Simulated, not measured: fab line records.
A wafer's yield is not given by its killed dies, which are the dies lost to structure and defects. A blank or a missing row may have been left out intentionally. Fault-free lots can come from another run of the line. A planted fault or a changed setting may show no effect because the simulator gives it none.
Which tool did it? || flow gf180mcu || 36 wafers from 12 lots sampled at 4 of the route's 602 steps

WHAT THE GAUGES SHOWED, per wafer
GF_PASSIVATION_BOW_MEAS_14. Usual: for PASSIVATION_BOW the level is 135 um and the standard deviation is 11.
{"lot": "L374", "measured": "day 29 14:50", "on": "film_metro-03", "PASSIVATION_BOW (um)": "105 113 124", "flag": ""}
{"lot": "L376", "measured": "day 30 06:17", "on": "film_metro-02", "PASSIVATION_BOW (um)": "144 131 140", "flag": ""}
{"lot": "L379", "measured": "day 31 07:43", "on": "film_metro-02", "PASSIVATION_BOW (um)": "149 144 154", "flag": ""}
{"lot": "L383", "measured": "day 32 05:30", "on": "film_metro-04", "PASSIVATION_BOW (um)": "130 147 139", "flag": ""}
{"lot": "L384", "measured": "day 32 13:33", "on": "film_metro-02", "PASSIVATION_BOW (um)": "127 141 142", "flag": ""}
{"lot": "L389", "measured": "day 33 17:37", "on": "film_metro-04", "PASSIVATION_BOW (um)": "140 144 134", "flag": ""}
{"lot": "L391", "measured": "day 34 05:17", "on": "film_metro-04", "PASSIVATION_BOW (um)": "137 133 130", "flag": ""}
{"lot": "L392", "measured": "day 34 10:39", "on": "film_metro-04", "PASSIVATION_BOW (um)": "151 149 141", "flag": ""}
{"lot": "L393", "measured": "day 34 12:04", "on": "film_metro-04", "PASSIVATION_BOW (um)": "149 150 140", "flag": ""}
{"lot": "L394", "measured": "day 34 20:38", "on": "film_metro-03", "PASSIVATION_BOW (um)": "156 134 135", "flag": ""}
{"lot": "L395", "measured": "day 35 01:45", "on": "film_metro-02", "PASSIVATION_BOW (um)": "144 144 150", "flag": ""}
{"lot": "L396", "measured": "day 35 08:51", "on": "film_metro-03", "PASSIVATION_BOW (um)": "115 125 116", "flag": ""}

EACH LOT AND THE TOOL THAT RAN IT (in order: tool; ch and the chambers of the sampled wafers; start)
{"lot": "L374", "GF_M3_STRIP_17": "plasma_asher-01 ch 0,1, day 21 23:09", "GF_MIM_SPUTTER_03": "pvd_sputter-02, day 25 00:54", "GF_TOP_METAL_SPUTTER_04": "pvd_sputter-03, day 27 19:58"}
{"lot": "L376", "GF_M3_STRIP_17": "plasma_asher-01 ch 0,1, day 22 20:52", "GF_MIM_SPUTTER_03": "pvd_sputter-01, day 25 20:44", "GF_TOP_METAL_SPUTTER_04": "pvd_sputter-03, day 28 13:09"}
{"lot": "L379", "GF_M3_STRIP_17": "plasma_asher-02 ch 0,1, day 24 03:23", "GF_MIM_SPUTTER_03": "pvd_sputter-03, day 27 00:44", "GF_TOP_METAL_SPUTTER_04": "pvd_sputter-04, day 29 15:47"}
{"lot": "L383", "GF_M3_STRIP_17": "plasma_asher-02 ch 0,1, day 25 06:43", "GF_MIM_SPUTTER_03": "pvd_sputter-03, day 28 01:51", "GF_TOP_METAL_SPUTTER_04": "pvd_sputter-03, day 30 15:43"}
{"lot": "L384", "GF_M3_STRIP_17": "plasma_asher-02 ch 0,1, day 25 15:04", "GF_MIM_SPUTTER_03": "pvd_sputter-03, day 28 11:48", "GF_TOP_METAL_SPUTTER_04": "pvd_sputter-01, day 31 00:46"}
{"lot": "L389", "GF_M3_STRIP_17": "plasma_asher-04 ch 0,1, day 27 03:55", "GF_MIM_SPUTTER_03": "pvd_sputter-02, day 29 20:59", "GF_TOP_METAL_SPUTTER_04": "pvd_sputter-03, day 32 06:29"}
{"lot": "L391", "GF_M3_STRIP_17": "plasma_asher-01 ch 0,1, day 27 19:34", "GF_MIM_SPUTTER_03": "pvd_sputter-03, day 30 11:16", "GF_TOP_METAL_SPUTTER_04": "pvd_sputter-01, day 32 18:43"}
{"lot": "L392", "GF_M3_STRIP_17": "plasma_asher-02 ch 0,1, day 28 01:31", "GF_MIM_SPUTTER_03": "pvd_sputter-02, day 30 17:07", "GF_TOP_METAL_SPUTTER_04": "pvd_sputter-04, day 33 01:04"}
{"lot": "L393", "GF_M3_STRIP_17": "plasma_asher-02 ch 0,1, day 28 04:04", "GF_MIM_SPUTTER_03": "pvd_sputter-02, day 30 19:01", "GF_TOP_METAL_SPUTTER_04": "pvd_sputter-04, day 33 02:02"}
{"lot": "L394", "GF_M3_STRIP_17": "plasma_asher-02 ch 0,1, day 28 14:02", "GF_MIM_SPUTTER_03": "pvd_sputter-02, day 31 04:49", "GF_TOP_METAL_SPUTTER_04": "pvd_sputter-01, day 33 11:03"}
{"lot": "L395", "GF_M3_STRIP_17": "plasma_asher-02 ch 0,1, day 28 20:08", "GF_MIM_SPUTTER_03": "pvd_sputter-01, day 31 10:38", "GF_TOP_METAL_SPUTTER_04": "pvd_sputter-04, day 33 16:27"}
{"lot": "L396", "GF_M3_STRIP_17": "plasma_asher-04 ch 0,1, day 29 05:13", "GF_MIM_SPUTTER_03": "pvd_sputter-03, day 31 17:19", "GF_TOP_METAL_SPUTTER_04": "pvd_sputter-03, day 33 22:54"}
- GF_M3_STRIP_17: strips in O2/N2.
- GF_MIM_SPUTTER_03: material Ti, target thk 10 nm, time 6.7 s.
- GF_TOP_METAL_SPUTTER_04: material TiN, target thk 25 nm, time 20.8 s.

WHAT THE TOOLS THEMSELVES READ (means of the sampled wafers that have a number; where no wafer has one, the mark that the record gives instead)
GF_M3_STRIP_17. Usual: drypump_motor_current_A 5.8 A, standard deviation 0.57; heater_power_w 338 W, standard deviation 23; oes_product_au 0.558 a.u., standard deviation 0.0047; strip_time_to_endpoint_s 7.87 s, standard deviation 0.048.
{"lot": "L374", "tool": "plasma_asher-01", "drypump_motor_current_A (A)": 5.3, "heater_power_w (W)": 323, "oes_product_au (a.u.)": 0.558, "strip_time_to_endpoint_s (s)": 7.89, "flag": ""}
{"lot": "L376", "tool": "plasma_asher-01", "drypump_motor_current_A (A)": 5.3, "heater_power_w (W)": 323, "oes_product_au (a.u.)": 0.559, "strip_time_to_endpoint_s (s)": 7.81, "flag": ""}
{"lot": "L379", "tool": "plasma_asher-02", "drypump_motor_current_A (A)": 6.1, "heater_power_w (W)": 364, "oes_product_au (a.u.)": 0.558, "strip_time_to_endpoint_s (s)": 7.91, "flag": ""}
{"lot": "L383", "tool": "plasma_asher-02", "drypump_motor_current_A (A)": 6.1, "heater_power_w (W)": 366, "oes_product_au (a.u.)": 0.558, "strip_time_to_endpoint_s (s)": 7.85, "flag": ""}
{"lot": "L384", "tool": "plasma_asher-02", "drypump_motor_current_A (A)": 6.0, "heater_power_w (W)": 353, "oes_product_au (a.u.)": 0.552, "strip_time_to_endpoint_s (s)": 7.82, "flag": ""}
{"lot": "L389", "tool": "plasma_asher-04", "drypump_motor_current_A (A)": 5.6, "heater_power_w (W)": 329, "oes_product_au (a.u.)": 0.561, "strip_time_to_endpoint_s (s)": 7.87, "flag": ""}
{"lot": "L391", "tool": "plasma_asher-01", "drypump_motor_current_A (A)": 5.2, "heater_power_w (W)": 322, "oes_product_au (a.u.)": 0.563, "strip_time_to_endpoint_s (s)": 7.97, "flag": ""}
{"lot": "L392", "tool": "plasma_asher-02", "drypump_motor_current_A (A)": 6.0, "heater_power_w (W)": 348, "oes_product_au (a.u.)": 0.563, "strip_time_to_endpoint_s (s)": 7.88, "flag": ""}
{"lot": "L393", "tool": "plasma_asher-02", "drypump_motor_current_A (A)": 6.0, "heater_power_w (W)": 350, "oes_product_au (a.u.)": 0.559, "strip_time_to_endpoint_s (s)": 7.90, "flag": ""}
{"lot": "L394", "tool": "plasma_asher-02", "drypump_motor_current_A (A)": 6.1, "heater_power_w (W)": 348, "oes_product_au (a.u.)": 0.557, "strip_time_to_endpoint_s (s)": 7.82, "flag": ""}
{"lot": "L395", "tool": "plasma_asher-02", "drypump_motor_current_A (A)": 6.1, "heater_power_w (W)": 372, "oes_product_au (a.u.)": 0.553, "strip_time_to_endpoint_s (s)": 7.88, "flag": ""}
{"lot": "L396", "tool": "plasma_asher-04", "drypump_motor_current_A (A)": 5.6, "heater_power_w (W)": 324, "oes_product_au (a.u.)": 0.562, "strip_time_to_endpoint_s (s)": 7.91, "flag": ""}

GF_MIM_SPUTTER_03. Usual: chamber_pressure_pa 0.3000 Pa, standard deviation 0.00061; substrate_temp_c 300.01 C, standard deviation 0.18; throttle_valve_pct 30.4 %, standard deviation 1.2.
{"lot": "L374", "tool": "pvd_sputter-02", "chamber_pressure_pa (Pa)": 0.3002, "substrate_temp_c (C)": 300.12, "throttle_valve_pct (%)": 30.8, "flag": ""}
{"lot": "L376", "tool": "pvd_sputter-01", "chamber_pressure_pa (Pa)": 0.3005, "substrate_temp_c (C)": 300.06, "throttle_valve_pct (%)": 30.4, "flag": ""}
{"lot": "L379", "tool": "pvd_sputter-03", "chamber_pressure_pa (Pa)": 0.2997, "substrate_temp_c (C)": 299.90, "throttle_valve_pct (%)": 30.2, "flag": ""}
{"lot": "L383", "tool": "pvd_sputter-03", "chamber_pressure_pa (Pa)": 0.3001, "substrate_temp_c (C)": 300.08, "throttle_valve_pct (%)": 29.5, "flag": ""}
{"lot": "L384", "tool": "pvd_sputter-03", "chamber_pressure_pa (Pa)": 0.3002, "substrate_temp_c (C)": 300.07, "throttle_valve_pct (%)": 29.8, "flag": ""}
{"lot": "L389", "tool": "pvd_sputter-02", "chamber_pressure_pa (Pa)": 0.2993, "substrate_temp_c (C)": 299.91, "throttle_valve_pct (%)": 31.9, "flag": ""}
{"lot": "L391", "tool": "pvd_sputter-03", "chamber_pressure_pa (Pa)": 0.3002, "substrate_temp_c (C)": 299.91, "throttle_valve_pct (%)": 29.6, "flag": ""}
{"lot": "L392", "tool": "pvd_sputter-02", "chamber_pressure_pa (Pa)": 0.3004, "substrate_temp_c (C)": 299.94, "throttle_valve_pct (%)": 31.1, "flag": ""}
{"lot": "L393", "tool": "pvd_sputter-02", "chamber_pressure_pa (Pa)": 0.2999, "substrate_temp_c (C)": 299.90, "throttle_valve_pct (%)": 30.0, "flag": ""}
{"lot": "L394", "tool": "pvd_sputter-02", "chamber_pressure_pa (Pa)": 0.3008, "substrate_temp_c (C)": 300.16, "throttle_valve_pct (%)": 32.5, "flag": ""}
{"lot": "L395", "tool": "pvd_sputter-01", "chamber_pressure_pa (Pa)": 0.2998, "substrate_temp_c (C)": 299.85, "throttle_valve_pct (%)": 30.4, "flag": ""}
{"lot": "L396", "tool": "pvd_sputter-03", "chamber_pressure_pa (Pa)": 0.2995, "substrate_temp_c (C)": 300.00, "throttle_valve_pct (%)": 29.9, "flag": ""}

GF_TOP_METAL_SPUTTER_04. Usual: chamber_pressure_pa 0.3999 Pa, standard deviation 0.00075; throttle_valve_pct 30.2 %, standard deviation 0.61.
{"lot": "L374", "tool": "pvd_sputter-03", "chamber_pressure_pa (Pa)": 0.3994, "throttle_valve_pct (%)": 29.3, "flag": ""}
{"lot": "L376", "tool": "pvd_sputter-03", "chamber_pressure_pa (Pa)": 0.3994, "throttle_valve_pct (%)": 30.2, "flag": ""}
{"lot": "L379", "tool": "pvd_sputter-04", "chamber_pressure_pa (Pa)": 0.4000, "throttle_valve_pct (%)": 30.5, "flag": ""}
{"lot": "L383", "tool": "pvd_sputter-03", "chamber_pressure_pa (Pa)": 0.3996, "throttle_valve_pct (%)": 29.9, "flag": ""}
{"lot": "L384", "tool": "pvd_sputter-01", "chamber_pressure_pa (Pa)": 0.4002, "throttle_valve_pct (%)": 30.3, "flag": ""}
{"lot": "L389", "tool": "pvd_sputter-03", "chamber_pressure_pa (Pa)": 0.3998, "throttle_valve_pct (%)": 29.7, "flag": ""}
{"lot": "L391", "tool": "pvd_sputter-01", "chamber_pressure_pa (Pa)": 0.4000, "throttle_valve_pct (%)": 30.4, "flag": ""}
{"lot": "L392", "tool": "pvd_sputter-04", "chamber_pressure_pa (Pa)": 0.4000, "throttle_valve_pct (%)": 30.6, "flag": ""}
{"lot": "L393", "tool": "pvd_sputter-04", "chamber_pressure_pa (Pa)": 0.3999, "throttle_valve_pct (%)": 30.4, "flag": ""}
{"lot": "L394", "tool": "pvd_sputter-01", "chamber_pressure_pa (Pa)": 0.4007, "throttle_valve_pct (%)": 30.2, "flag": ""}
{"lot": "L395", "tool": "pvd_sputter-04", "chamber_pressure_pa (Pa)": 0.3995, "throttle_valve_pct (%)": 30.7, "flag": ""}
{"lot": "L396", "tool": "pvd_sputter-03", "chamber_pressure_pa (Pa)": 0.3998, "throttle_valve_pct (%)": 30.1, "flag": ""}

THE ANSWER, worked out from the rows above alone
Rule: a lot counts as off when the mean over its wafers that have a number is more than 3 standard deviations away from the usual mean. A lot without any number at a reading at which 4 lots or more have one is off too. All remaining lots with rows at the step are treated as sound. Order of review: gauges by route order, followed by the tools' own readings, for which a lot's mean as printed above is used. The first step at which some lot is off is used, and at that step the reading that is off furthest; a lot without a number counts as furthest.
No lot is off at any reading shown: from this, nothing can be told.

WHAT THE SIMULATOR HAD INSERTED
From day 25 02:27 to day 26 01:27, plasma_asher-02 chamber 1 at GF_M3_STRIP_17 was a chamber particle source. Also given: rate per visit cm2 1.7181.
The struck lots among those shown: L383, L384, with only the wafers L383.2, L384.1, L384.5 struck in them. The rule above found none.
